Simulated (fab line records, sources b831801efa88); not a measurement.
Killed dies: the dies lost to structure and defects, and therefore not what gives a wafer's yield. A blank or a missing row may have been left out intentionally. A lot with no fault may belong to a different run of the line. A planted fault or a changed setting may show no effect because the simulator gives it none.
fab line records    flow sky130
record: lots: 12  wafers: 36  last_day: 50
route steps=708 shown VT_ADJUST_HVTP@96 VT_ADJUST_LVTN@118 GATE_OXIDE@197 LDD_LDN@291 RES_XHIGH@341 PAD_OPEN@708
lots that met no fault: taken from a fault-free run of the same line
start_h: start of the lot's first displayed wafer, in hours after the record's first day    wait_h: hours elapsed since this lot's preceding step    " repeats the value in the row above    L1.1+2: one row covering several wafers at once    - value missing, or start not given    * or withheld: withheld    < > ~ a bound
route shown NAME@n: names a module that has steps shown in the file, with the first one's number in the route    usual: mean and standard deviation over wafers with no fault    same: alike in all rows    chamber/n: place in a boat    sites: the reading at each site    _std_site: standard deviation of those values    _edge_site: the outer-site mean with the inner-site mean subtracted    radius_mm: for every site, how far away it sits from the centre of the wafer    mask NAME#n: copy n    behind: tool/chamber where the wafer was last shaped    hold: cause of the lot's hold/its duration in hours/its outcome    device: transistor that didn't switch, given as n, p or np    end of line: tests of these same wafers at the route's end    a step without rows: its recipe alone    killed: dies lost to structure and defects at the first sort, not the wafer's yield    map: per-die view of a wafer (x killed, . not killed, _ where there is no die)
set.NAME: the run value of the setting; set.NAME@STEP: its run value at that earlier step    model.NAME: the simulator's own value behind a step, which no gauge read
one table for each step of the route and one row for each wafer, over a sample of lots
services: when a tool's chamber went out of use (start_h, in hours from the record's first day, below 0 if earlier), for how many hours, and the reason
== steps ==
step: SKY_VT_ADJUST_HVTP_TW_MEAS_11
usual: VT_ADJUST_HVTP_TW: 1352/17
lot.wafer  tool           chamber  start_h  wait_h  VT_ADJUST_HVTP_TW
L836.1     film_metro-04  -        120.60   0.1     1372
L836.5     "              -        "        "       1360
L836.6     "              -        "        "       1358
L837.2     film_metro-02  -        125.26   0.1     1338
L837.4     "              -        "        "       1324
L837.6     "              -        "        "       1336
L842.3     film_metro-03  -        159.62   0.1     1351
L842.4     "              -        "        "       1349
L842.5     "              -        "        "       1357
L845.2     film_metro-02  -        177.35   0.1     1341
L845.5     "              -        "        "       1331
L845.6     "              -        "        "       1338
L847.2     film_metro-02  -        188.26   0.1     1342
L847.4     "              -        "        "       1324
L847.6     "              -        "        "       1330
L848.1     film_metro-04  -        198.10   0.1     1364
L848.4     "              -        "        "       1366
L848.5     "              -        "        "       1367
L850.2     film_metro-04  -        207.48   0.1     1356
L850.4     "              -        "        "       1364
L850.5     "              -        "        "       1365
L849.1     film_metro-03  -        207.80   0.1     1350
L849.3     "              -        "        "       1357
L849.5     "              -        "        "       1351
L854.2     film_metro-02  -        238.31   0.1     1323
L854.4     "              -        "        "       1328
L854.5     "              -        "        "       1319
L857.1     film_metro-03  -        256.75   0.1     1369
L857.3     "              -        "        "       1366
L857.5     "              -        "        "       1375
L858.2     film_metro-03  -        264.46   0.1     1362
L858.3     "              -        "        "       1363
L858.5     "              -        "        "       1352
L859.2     film_metro-02  -        269.28   0.1     1325
L859.4     "              -        "        "       1328
L859.5     "              -        "        "       1336
step: SKY_VT_ADJUST_LVTN_TW_MEAS_21
usual: VT_ADJUST_LVTN_2_TW: 187.1/2.1
lot.wafer  tool           chamber  start_h  wait_h  VT_ADJUST_LVTN_2_TW
L836.1     film_metro-04  -        159.40   0.1     188.5
L836.5     "              -        "        "       189.5
L836.6     "              -        "        "       189.0
L837.2     film_metro-04  -        162.46   0.1     189.2
L837.4     "              -        "        "       188.9
L837.6     "              -        "        "       189.2
L842.3     film_metro-04  -        201.46   0.1     188.9
L842.4     "              -        "        "       189.7
L842.5     "              -        "        "       188.1
L845.2     film_metro-04  -        220.39   0.1     190.8
L845.5     "              -        "        "       190.2
L845.6     "              -        "        "       190.3
L847.2     film_metro-04  -        232.11   0.1     190.1
L847.4     "              -        "        "       190.0
L847.6     "              -        "        "       190.3
L848.1     film_metro-01  -        241.75   0.1     185.4
L848.4     "              -        "        "       185.2
L848.5     "              -        "        "       186.2
L850.2     film_metro-02  -        252.59   0.1     187.0
L850.4     "              -        "        "       187.2
L850.5     "              -        "        "       187.3
L849.1     film_metro-02  -        253.53   0.1     186.6
L849.3     "              -        "        "       185.8
L849.5     "              -        "        "       187.0
L854.2     film_metro-01  -        286.29   0.1     184.7
L854.4     "              -        "        "       184.5
L854.5     "              -        "        "       184.2
L857.1     film_metro-01  -        306.03   0.1     184.4
L857.3     "              -        "        "       184.7
L857.5     "              -        "        "       184.5
L858.2     film_metro-01  -        314.74   0.1     185.6
L858.3     "              -        "        "       185.8
L858.5     "              -        "        "       185.5
L859.2     film_metro-04  -        319.84   0.1     188.9
L859.4     "              -        "        "       189.0
L859.5     "              -        "        "       189.8
step: SKY_GATE_OXIDE_OVL_MEAS_10
usual: GATE_OXIDE_OVL: 0.5/1.3
lot.wafer  tool        chamber  start_h  wait_h  GATE_OXIDE_OVL[nm]
L836.1     overlay-01  -        304.00   0.1     -0.3
L836.5     "           -        "        "       0.4
L836.6     "           -        "        "       0.6
L837.2     overlay-02  -        308.50   0.1     1.4
L837.4     "           -        "        "       -0.2
L837.6     "           -        "        "       1.8
L842.3     overlay-01  -        353.77   0.1     -0.3
L842.4     "           -        "        "       0.1
L842.5     "           -        "        "       -0.5
L845.2     overlay-01  -        380.05   0.1     -2.2
L845.5     "           -        "        "       -1.1
L845.6     "           -        "        "       -1.8
L847.2     overlay-02  -        397.40   0.1     1.7
L847.4     "           -        "        "       3.8
L847.6     "           -        "        "       2.9
L848.1     overlay-01  -        406.21   0.1     0.5
L848.4     "           -        "        "       -1.4
L848.5     "           -        "        "       -0.3
L850.2     overlay-01  -        421.87   0.1     2.2
L850.4     "           -        "        "       -0.1
L850.5     "           -        "        "       0.6
L849.1     overlay-02  -        422.70   0.1     3.0
L849.3     "           -        "        "       -1.8
L849.5     "           -        "        "       0.6
L854.2     overlay-01  -        468.75   0.1     0.9
L854.4     "           -        "        "       2.1
L854.5     "           -        "        "       0.4
L857.1     overlay-02  -        491.56   0.1     2.1
L857.3     "           -        "        "       -0.6
L857.5     "           -        "        "       0.5
L858.2     overlay-02  -        503.85   0.1     -0.4
L858.3     "           -        "        "       0.9
L858.5     "           -        "        "       0.4
L859.2     overlay-01  -        508.80   0.1     -1.3
L859.4     "           -        "        "       1.3
L859.5     "           -        "        "       -0.8
step: SKY_LDD_LDN_COAT_02
recipe: resist: NOVOLAK  spin_rpm: 3000  resist_thk_nm: 1140
usual: chill_plate_temp_C: 23.00/0.092  dispense_pressure_kPa: 47/3.2  exhaust_pa: 44.9/0.92  spin_speed_rpm: 3000.6/2
lot.wafer  tool            chamber  start_h  wait_h  chill_plate_temp_C  dispense_pressure_kPa  exhaust_pa  spin_speed_rpm
L836.1     litho_track-04  0        503.10   0.1     23.10               47                     45.9        3002.2
L836.5     "               0        "        "       22.94               47                     45.1        2998.8
L836.6     "               0        "        "       23.02               47                     45.0        3000.9
L837.2     litho_track-01  0        507.72   0.1     23.07               49                     44.6        2998.7
L837.4     "               0        "        "       23.15               49                     44.5        3000.1
L837.6     "               0        "        "       23.01               49                     44.3        3001.4
L842.3     litho_track-03  0        564.25   0.1     23.03               41                     44.6        3000.5
L842.4     "               0        "        "       22.92               41                     46.1        3001.5
L842.5     "               0        "        "       22.91               41                     46.3        2998.0
L845.2     litho_track-01  0        587.07   0.1     23.01               49                     43.3        2999.3
L845.5     "               0        "        "       23.12               49                     44.3        2999.1
L845.6     "               0        "        "       22.95               49                     45.0        3000.3
L847.2     litho_track-01  0        604.07   0.1     23.03               49                     43.6        3000.5
L847.4     "               0        "        "       23.13               49                     43.3        2999.6
L847.6     "               0        "        "       22.92               49                     44.2        2999.7
L848.1     litho_track-04  0        615.40   0.1     23.04               47                     44.3        3001.3
L848.4     "               0        "        "       23.03               47                     44.0        2997.4
L848.5     "               0        "        "       22.99               47                     44.6        3005.8
L850.2     litho_track-03  -        633.02   0.1     -                   -                      -           -
L850.4     "               -        "        "       -                   -                      -           -
L850.5     "               -        "        "       -                   -                      -           -
L849.1     litho_track-01  -        634.59   0.1     -                   -                      -           -
L849.3     "               -        "        "       -                   -                      -           -
L849.5     "               -        "        "       -                   -                      -           -
L854.2     litho_track-03  0        671.17   0.1     23.00               41                     45.1        2999.1
L854.4     "               0        "        "       23.01               41                     46.0        2998.7
L854.5     "               0        "        "       22.99               41                     45.5        2996.8
L857.1     litho_track-01  0        689.79   0.1     23.11               49                     45.0        2999.7
L857.3     "               0        "        "       22.91               49                     43.8        2999.4
L857.5     "               0        "        "       23.10               49                     44.8        2999.2
L858.2     litho_track-04  0        700.22   0.1     22.95               47                     45.6        2999.4
L858.3     "               0        "        "       23.04               47                     46.4        3001.2
L858.5     "               0        "        "       22.83               47                     45.3        3002.6
L859.2     litho_track-03  0        705.02   0.1     23.03               41                     45.9        2999.5
L859.4     "               0        "        "       22.92               41                     45.3        3003.9
L859.5     "               0        "        "       22.91               41                     45.9        3003.8
step: SKY_LDD_LDN_OVL_MEAS_07
usual: LDD_LDN_OVL: -0.3/1.4
lot.wafer  tool        chamber  start_h  wait_h  LDD_LDN_OVL[nm]
L836.1     overlay-01  -        519.55   0.1     -3.1
L836.5     "           -        "        "       -0.6
L836.6     "           -        "        "       -0.6
L837.2     overlay-01  -        523.25   0.1     -0.2
L837.4     "           -        "        "       0.9
L837.6     "           -        "        "       -1.6
L842.3     overlay-01  -        578.36   0.1     -0.4
L842.4     "           -        "        "       -0.2
L842.5     "           -        "        "       -0.4
L845.2     overlay-02  -        601.25   0.1     1.7
L845.5     "           -        "        "       1.1
L845.6     "           -        "        "       0.0
L847.2     overlay-01  -        619.05   0.1     1.0
L847.4     "           -        "        "       -1.0
L847.6     "           -        "        "       -0.1
L848.1     overlay-01  -        629.44   0.1     -2.0
L848.4     "           -        "        "       -1.7
L848.5     "           -        "        "       -3.3
L850.2     overlay-01  -        648.10   0.1     -
L850.4     "           -        "        "       -
L850.5     "           -        "        "       -
L849.1     overlay-02  -        649.34   0.1     -
L849.3     "           -        "        "       -
L849.5     "           -        "        "       -
L854.2     overlay-02  -        685.30   0.1     0.3
L854.4     "           -        "        "       0.8
L854.5     "           -        "        "       0.1
L857.1     overlay-01  -        704.10   0.1     -1.2
L857.3     "           -        "        "       -0.4
L857.5     "           -        "        "       0.6
L858.2     overlay-02  -        714.50   0.1     -0.5
L858.3     "           -        "        "       -2.1
L858.5     "           -        "        "       -1.7
L859.2     overlay-02  -        718.45   0.1     -0.5
L859.4     "           -        "        "       1.6
L859.5     "           -        "        "       2.4
step: SKY_RES_XHIGH_TW_MEAS_09
usual: RES_XHIGH_TW: 1640/19
lot.wafer  tool           chamber  start_h  wait_h  hold                      RES_XHIGH_TW
L836.1     film_metro-03  -        610.45   0.1     -                         1648
L836.5     "              -        "        "       -                         1644
L836.6     "              -        "        "       -                         1641
L837.2     film_metro-02  -        615.55   0.1     -                         1612
L837.4     "              -        "        "       -                         1609
L837.6     "              -        "        "       -                         1608
L842.3     film_metro-02  -        665.37   0.1     -                         1600
L842.4     "              -        "        "       -                         1616
L842.5     "              -        "        "       -                         1610
L845.2     film_metro-03  -        688.67   0.1     -                         1644
L845.5     "              -        "        "       -                         1646
L845.6     "              -        "        "       -                         1644
L847.2     film_metro-03  -        707.81   0.1     -                         1658
L847.4     "              -        "        "       -                         1645
L847.6     "              -        "        "       -                         1644
L848.1     film_metro-04  -        716.46   0.1     -                         1646
L848.4     "              -        "        "       -                         1654
L848.5     "              -        "        "       -                         1655
L850.2     film_metro-04  -        734.45   0.1     await_dispo/0.2h/release  1921
L850.4     "              -        "        "       await_dispo/0.2h/release  1942
L850.5     "              -        "        "       await_dispo/0.2h/release  1916
L850.2     film_metro-04  -        734.68   0.2     -                         1933
L850.4     "              -        "        "       -                         1933
L850.5     "              -        "        "       -                         1930
L849.1     film_metro-02  -        737.06   0.1     await_dispo/0.2h/release  1889
L849.3     "              -        "        "       await_dispo/0.2h/release  1891
L849.5     "              -        "        "       await_dispo/0.2h/release  1889
L849.1     film_metro-02  -        737.29   0.2     -                         1885
L849.3     "              -        "        "       -                         1895
L849.5     "              -        "        "       -                         1889
L854.2     film_metro-03  -        769.82   0.1     -                         1658
L854.4     "              -        "        "       -                         1648
L854.5     "              -        "        "       -                         1655
L857.1     film_metro-03  -        788.26   0.1     -                         1653
L857.3     "              -        "        "       -                         1660
L857.5     "              -        "        "       -                         1665
L858.2     film_metro-04  -        797.51   0.1     -                         1663
L858.3     "              -        "        "       -                         1652
L858.5     "              -        "        "       -                         1655
L859.2     film_metro-04  -        801.41   0.1     -                         1644
L859.4     "              -        "        "       -                         1643
L859.5     "              -        "        "       -                         1647
step: SKY_PAD_OPEN_PROBE_99
usual: killed_at_M0_to_M3: 45/7.3  killed_at_M4_up: 3.1/1.7  killed_at_contacts: 25/5.1  killed_at_front_end: 15/4.5  killed_at_other: 0.3/0.56  killed_dies: 88/9.4  killed_on_rim: 17/4.3  killed_open: 47/6.6  killed_short: 40/6.9
same: gross_dies: 492  killed_at_back_side: 0
lot.wafer  tool       chamber  start_h  wait_h  hold                    killed_at_M0_to_M3  killed_at_M4_up  killed_at_contacts  killed_at_front_end  killed_at_other  killed_dies  killed_on_rim  killed_open  killed_short
L836.1     prober-02  -        1068.61  0.1     -                       49                  2                21                  18                   0                90           18             53           37
L836.5     prober-02  -        1068.81  0.2     -                       58                  4                33                  18                   1                114          20             58           56
L836.6     prober-02  -        1068.86  0.2     -                       51                  3                30                  8                    0                92           14             48           44
L837.2     prober-01  -        1072.66  0.1     -                       51                  2                34                  17                   2                106          23             46           59
L837.4     prober-01  -        1072.76  0.2     -                       38                  1                31                  17                   0                87           13             47           40
L837.6     prober-01  -        1072.86  0.2     -                       37                  1                37                  14                   0                89           14             55           34
L842.3     prober-02  -        1109.81  0.2     -                       45                  5                28                  13                   0                91           20             52           39
L842.4     prober-02  -        1109.86  0.2     -                       43                  6                25                  6                    0                80           14             46           34
L842.5     prober-02  -        1109.91  0.2     -                       61                  7                20                  16                   0                104          15             50           54
L845.2     prober-02  -        1124.76  0.1     -                       35                  3                25                  23                   0                86           12             40           46
L845.5     prober-02  -        1124.91  0.2     -                       47                  4                25                  10                   1                87           17             49           37
L845.6     prober-02  -        1124.96  0.2     -                       50                  0                38                  11                   1                100          23             60           39
L847.2     prober-02  -        1138.67  0.1     -                       41                  3                34                  11                   0                89           15             50           39
L847.4     prober-02  -        1138.77  0.2     -                       40                  2                30                  13                   0                85           13             49           36
L847.6     prober-02  -        1138.87  0.2     -                       29                  2                20                  15                   1                67           17             28           39
L848.1     prober-01  -        1144.89  0.1     -                       43                  6                26                  11                   0                86           18             52           34
L848.4     prober-01  -        1145.04  0.2     -                       53                  5                22                  13                   0                93           22             49           44
L848.5     prober-01  -        1145.09  0.2     -                       39                  1                30                  14                   1                85           20             59           26
L850.2     prober-02  -        1157.62  0.1     await_dispo/8.2h/scrap  58                  5                25                  404                  0                492          96             51           47
L850.4     prober-02  -        1157.72  0.2     await_dispo/8.2h/scrap  51                  2                13                  424                  2                492          96             32           41
L850.5     prober-02  -        1157.77  0.2     await_dispo/8.2h/scrap  44                  5                23                  420                  0                492          96             51           31
L849.1     prober-01  -        1157.85  0.1     await_dispo/4.9h/scrap  50                  2                21                  419                  0                492          96             55           35
L849.3     prober-01  -        1157.95  0.2     await_dispo/4.9h/scrap  31                  5                19                  437                  0                492          96             49           26
L849.5     prober-01  -        1158.05  0.2     await_dispo/4.9h/scrap  51                  1                20                  420                  0                492          96             52           35
L854.2     prober-01  -        1179.97  0.1     -                       39                  3                32                  17                   0                91           19             48           43
L854.4     prober-01  -        1180.07  0.2     -                       32                  4                30                  13                   1                80           22             46           34
L854.5     prober-01  -        1180.12  0.2     -                       54                  8                26                  21                   0                109          26             53           56
L857.1     prober-02  -        1189.80  0.1     -                       39                  8                20                  10                   0                77           18             38           39
L857.3     prober-02  -        1189.90  0.2     -                       47                  3                27                  9                    0                86           16             49           37
L857.5     prober-02  -        1190.00  0.2     -                       44                  1                25                  15                   0                85           12             47           38
L858.2     prober-01  -        1196.71  0.1     -                       51                  3                21                  23                   1                99           17             46           51
L858.3     prober-01  -        1196.76  0.2     -                       37                  2                21                  23                   1                84           16             45           38
L858.5     prober-01  -        1196.86  0.2     -                       55                  4                18                  14                   0                91           18             51           40
L859.2     prober-02  -        1198.17  0.1     -                       38                  2                12                  11                   0                63           9              37           26
L859.4     prober-02  -        1198.27  0.2     -                       45                  6                25                  8                    0                84           16             49           35
L859.5     prober-02  -        1198.32  0.2     -                       50                  2                30                  20                   0                102          17             56           46
killed by level:class
L836.1 VIA1:geometric_particle:open=12 VIA2:geometric_particle:open=9 CONTACT:geometric_particle:open=8 METAL1:geometric_particle:short=6 VIA3:geometric_particle:open=6 POLY_GATE:geometric_particle:short=5 LI_CONTACT:geometric_particle:open=5 LOCAL_INTERCONNECT:geometric_particle:short=4
L836.5 VIA1:geometric_particle:open=13 CONTACT:geometric_particle:open=11 VIA3:geometric_particle:open=10 VIA2:geometric_particle:open=8 CONTACT:geometric_particle:short=6 POLY_GATE:geometric_particle:short=6 LI_CONTACT:geometric_particle:open=6 METAL1:geometric_particle:short=5
L836.6 CONTACT:geometric_particle:open=9 VIA3:geometric_particle:open=8 LI_CONTACT:geometric_particle:open=8 VIA1:geometric_particle:open=7 METAL3:geometric_particle:short=7 CONTACT:geometric_particle:short=6 METAL1:geometric_particle:short=6 VIA1:geometric_particle:short=6
L837.2 VIA2:geometric_particle:open=12 CONTACT:geometric_particle:open=10 FIELD_ISO:geometric_particle:short=9 METAL2:geometric_particle:short=8 LOCAL_INTERCONNECT:geometric_particle:short=7 LI_CONTACT:geometric_particle:short=6 CONTACT:geometric_particle:short=6 METAL1:geometric_particle:short=6
L837.4 CONTACT:geometric_particle:open=11 LI_CONTACT:geometric_particle:open=8 CONTACT:geometric_particle:short=8 VIA1:geometric_particle:open=7 VIA3:geometric_particle:open=5 FIELD_ISO:geometric_particle:short=4 METAL1:geometric_particle:short=4 VIA1:geometric_particle:short=4
L837.6 CONTACT:geometric_particle:open=18 VIA1:geometric_particle:open=11 FIELD_ISO:geometric_particle:open=6 LI_CONTACT:geometric_particle:open=6 CONTACT:geometric_particle:short=6 LOCAL_INTERCONNECT:geometric_particle:short=5 VIA2:geometric_particle:open=5 VIA1:geometric_particle:short=4
L842.3 LI_CONTACT:geometric_particle:open=11 VIA1:geometric_particle:open=9 CONTACT:geometric_particle:open=9 VIA3:geometric_particle:open=8 METAL1:geometric_particle:short=6 VIA2:geometric_particle:open=6 VIA2:geometric_particle:short=5 POLY_GATE:geometric_particle:short=4
L842.4 VIA1:geometric_particle:open=9 CONTACT:geometric_particle:open=8 LI_CONTACT:geometric_particle:open=6 VIA3:geometric_particle:open=6 METAL2:geometric_particle:short=6 VIA2:geometric_particle:open=6 LOCAL_INTERCONNECT:geometric_particle:short=4 CONTACT:geometric_particle:short=4
L842.5 METAL2:geometric_particle:short=14 VIA1:geometric_particle:open=11 METAL1:geometric_particle:short=9 VIA3:geometric_particle:open=9 METAL4:geometric_particle:short=6 LI_CONTACT:geometric_particle:open=6 CONTACT:geometric_particle:open=6 VIA1:geometric_particle:short=5
L845.2 FIELD_ISO:geometric_particle:open=8 CONTACT:geometric_particle:short=7 VIA3:geometric_particle:open=7 FIELD_ISO:geometric_particle:short=5 POLY_GATE:geometric_particle:short=5 LI_CONTACT:geometric_particle:open=5 LOCAL_INTERCONNECT:geometric_particle:short=5 METAL1:geometric_particle:short=5
L845.5 CONTACT:geometric_particle:open=12 VIA1:geometric_particle:open=10 VIA1:geometric_particle:short=8 LI_CONTACT:geometric_particle:open=7 VIA3:geometric_particle:open=6 VIA2:geometric_particle:open=5 METAL3:geometric_particle:short=4 VIA3:geometric_particle:short=4
L845.6 CONTACT:geometric_particle:open=19 VIA1:geometric_particle:open=14 METAL2:geometric_particle:short=7 VIA2:geometric_particle:open=7 LI_CONTACT:geometric_particle:open=5 CONTACT:geometric_particle:short=5 METAL1:geometric_particle:short=5 POLY_GATE:geometric_particle:open=4
L847.2 VIA1:geometric_particle:open=12 CONTACT:geometric_particle:open=12 CONTACT:geometric_particle:short=8 LI_CONTACT:geometric_particle:open=7 VIA2:geometric_particle:open=7 METAL2:geometric_particle:short=6 LOCAL_INTERCONNECT:geometric_particle:short=5 VIA1:geometric_particle:short=4
L847.4 CONTACT:geometric_particle:open=18 VIA1:geometric_particle:open=10 METAL1:geometric_particle:short=6 METAL2:geometric_particle:short=6 LI_CONTACT:geometric_particle:open=5 FIELD_ISO:geometric_particle:short=4 VIA1:geometric_particle:short=4 VIA3:geometric_particle:open=4
L847.6 POLY_GATE:geometric_particle:short=8 CONTACT:geometric_particle:open=7 VIA2:geometric_particle:open=7 LI_CONTACT:geometric_particle:short=4 LOCAL_INTERCONNECT:geometric_particle:short=4 METAL1:geometric_particle:short=4 METAL2:geometric_particle:short=4 FIELD_ISO:geometric_particle:open=3
L848.1 LI_CONTACT:geometric_particle:open=12 VIA1:geometric_particle:open=8 VIA2:geometric_particle:open=8 CONTACT:geometric_particle:open=7 VIA3:geometric_particle:open=6 METAL2:geometric_particle:short=5 VIA1:geometric_particle:short=4 METAL3:geometric_particle:short=4
L848.4 LI_CONTACT:geometric_particle:open=12 VIA1:geometric_particle:open=12 METAL1:geometric_particle:short=8 VIA3:geometric_particle:open=7 CONTACT:geometric_particle:open=7 VIA2:geometric_particle:short=6 METAL2:geometric_particle:short=5 VIA1:geometric_particle:short=4
L848.5 LI_CONTACT:geometric_particle:open=12 CONTACT:geometric_particle:open=11 VIA1:geometric_particle:open=11 VIA2:geometric_particle:open=6 VIA1:geometric_particle:short=6 POLY_GATE:geometric_particle:open=5 METAL1:geometric_particle:short=4 VIA3:geometric_particle:open=4
L850.2 LDD_LDN:area_expose=394 VIA2:geometric_particle:open=12 VIA1:geometric_particle:open=11 LOCAL_INTERCONNECT:geometric_particle:short=8 METAL1:geometric_particle:short=6 METAL2:geometric_particle:short=6 LI_CONTACT:geometric_particle:open=5 CONTACT:geometric_particle:open=5
L850.4 LDD_LDN:area_expose=417 METAL1:geometric_particle:short=10 VIA2:geometric_particle:open=9 VIA1:geometric_particle:open=7 CONTACT:geometric_particle:short=6 METAL2:geometric_particle:short=5 VIA3:geometric_particle:open=5 VIA2:geometric_particle:short=5
L850.5 LDD_LDN:area_expose=410 CONTACT:geometric_particle:open=10 LI_CONTACT:geometric_particle:open=8 VIA1:geometric_particle:open=8 VIA2:geometric_particle:open=8 METAL1:geometric_particle:short=5 VIA1:geometric_particle:short=5 POLY_GATE:geometric_particle:open=4
L849.1 LDD_LDN:area_expose=402 VIA1:geometric_particle:open=13 VIA1:geometric_particle:short=12 CONTACT:geometric_particle:open=7 VIA2:geometric_particle:open=7 VIA3:geometric_particle:open=7 POLY_GATE:geometric_particle:open=5 LI_CONTACT:geometric_particle:open=5
L849.3 LDD_LDN:area_expose=417 VIA1:geometric_particle:open=12 LI_CONTACT:geometric_particle:open=9 FIELD_ISO:geometric_particle:short=5 VIA2:geometric_particle:open=5 CONTACT:geometric_particle:open=5 POLY_GATE:geometric_particle:open=4 POLY_GATE:geometric_particle:short=4
L849.5 LDD_LDN:area_expose=405 VIA1:geometric_particle:open=12 CONTACT:geometric_particle:open=9 VIA3:geometric_particle:open=9 VIA2:geometric_particle:open=8 METAL2:geometric_particle:short=7 VIA1:geometric_particle:short=6 FIELD_ISO:geometric_particle:short=5
L854.2 CONTACT:geometric_particle:open=12 VIA1:geometric_particle:open=9 CONTACT:geometric_particle:short=8 LI_CONTACT:geometric_particle:open=7 METAL1:geometric_particle:short=6 VIA1:geometric_particle:short=5 POLY_CUT:geometric_particle:short=4 VIA3:geometric_particle:open=4
L854.4 CONTACT:geometric_particle:open=10 LI_CONTACT:geometric_particle:open=9 VIA1:geometric_particle:open=8 VIA2:geometric_particle:open=6 POLY_GATE:geometric_particle:short=4 POLY_GATE:geometric_particle:open=4 LOCAL_INTERCONNECT:geometric_particle:short=4 VIA1:geometric_particle:short=4
L854.5 VIA1:geometric_particle:open=11 LI_CONTACT:geometric_particle:open=9 CONTACT:geometric_particle:short=8 METAL2:geometric_particle:short=7 CONTACT:geometric_particle:open=6 SPACER:geometric_particle:short=5 METAL4:geometric_particle:short=5 METAL1:geometric_particle:short=5
L857.1 CONTACT:geometric_particle:open=7 VIA2:geometric_particle:open=7 VIA1:geometric_particle:short=6 METAL2:geometric_particle:short=6 LI_CONTACT:geometric_particle:open=5 VIA1:geometric_particle:open=5 METAL4:geometric_particle:short=5 METAL1:geometric_particle:short=4
L857.3 VIA1:geometric_particle:open=10 CONTACT:geometric_particle:open=9 METAL2:geometric_particle:short=9 VIA2:geometric_particle:open=9 LI_CONTACT:geometric_particle:open=8 FIELD_ISO:geometric_particle:open=5 CONTACT:geometric_particle:short=4 VIA1:geometric_particle:short=4
L857.5 CONTACT:geometric_particle:open=10 VIA1:geometric_particle:open=8 CONTACT:geometric_particle:short=8 VIA3:geometric_particle:open=7 VIA2:geometric_particle:open=7 METAL1:geometric_particle:short=6 FIELD_ISO:geometric_particle:open=5 LI_CONTACT:geometric_particle:open=5
L858.2 VIA1:geometric_particle:open=11 VIA2:geometric_particle:open=8 METAL2:geometric_particle:short=8 METAL1:geometric_particle:short=7 CONTACT:geometric_particle:open=6 SPACER:geometric_particle:short=6 VIA1:geometric_particle:short=6 FIELD_ISO:geometric_particle:open=5
L858.3 POLY_GATE:geometric_particle:open=8 LI_CONTACT:geometric_particle:open=8 VIA1:geometric_particle:open=7 VIA2:geometric_particle:open=7 CONTACT:geometric_particle:open=6 POLY_GATE:geometric_particle:short=5 METAL2:geometric_particle:short=5 VIA3:geometric_particle:short=5
L858.5 VIA1:geometric_particle:open=10 VIA3:geometric_particle:open=10 METAL2:geometric_particle:short=7 CONTACT:geometric_particle:open=6 LI_CONTACT:geometric_particle:open=6 VIA2:geometric_particle:open=6 VIA2:geometric_particle:short=5 FIELD_ISO:geometric_particle:short=4
L859.2 VIA1:geometric_particle:open=12 VIA2:geometric_particle:open=8 POLY_GATE:geometric_particle:open=6 VIA1:geometric_particle:short=5 CONTACT:geometric_particle:short=4 LI_CONTACT:geometric_particle:open=3 LOCAL_INTERCONNECT:geometric_particle:short=3 METAL3:geometric_particle:short=3
L859.4 LI_CONTACT:geometric_particle:open=10 VIA2:geometric_particle:open=9 VIA1:geometric_particle:open=8 CONTACT:geometric_particle:open=6 METAL1:geometric_particle:short=6 VIA3:geometric_particle:open=5 CONTACT:geometric_particle:short=4 METAL2:geometric_particle:short=4
L859.5 VIA1:geometric_particle:open=13 CONTACT:geometric_particle:open=12 VIA2:geometric_particle:open=11 LI_CONTACT:geometric_particle:open=9 METAL2:geometric_particle:short=9 POLY_GATE:geometric_particle:short=7 CONTACT:geometric_particle:short=5 FIELD_ISO:geometric_particle:short=4
== services ==
tool            chamber  start_h  hours  kind
litho_track-03  -        590.75   -      consumable_replace:filter
== key ==
first_sign: step: SKY_LDD_LDN_COAT_02  reading: tool_record  direction: missing
effect: step: SKY_LDD_LDN_OVL_MEAS_07  reading: LDD_LDN_OVL  direction: missing
effect: step: SKY_RES_XHIGH_TW_MEAS_09  reading: RES_XHIGH_TW  direction: up  sigmas: 14  usual: 1640  struck: 1908
effect: step: SKY_PAD_OPEN_PROBE_99  reading: killed_at_front_end  direction: up  sigmas: 90  usual: 15  struck: 421
more_kills_born_at: SKY_LDD_LDN_EXPOSE_04@iline_stepper-01: 2445
met_at SKY_LDD_LDN_COAT_02
struck_lots L849,L850
tester_left_out L849,L850
not_acting_at SKY_VT_ADJUST_HVTP_TW_MEAS_11,SKY_VT_ADJUST_LVTN_TW_MEAS_21,SKY_GATE_OXIDE_OVL_MEAS_10
onset_between 604.07 633.02
fault: kind: skipped_step_whole  tool: litho_track-01,litho_track-03  chamber: -  onset_h: 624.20  steps: SKY_LDD_LDN_COAT_02  scope: struck_lots_only
tester_left_out: of these lots the tester's yield and bins aren't shown, on N5 and GAA mostly nor the transistor test; their killed dies are dies lost to structure and defects alone, not to doping, threshold or leakage, so they don't give the yield
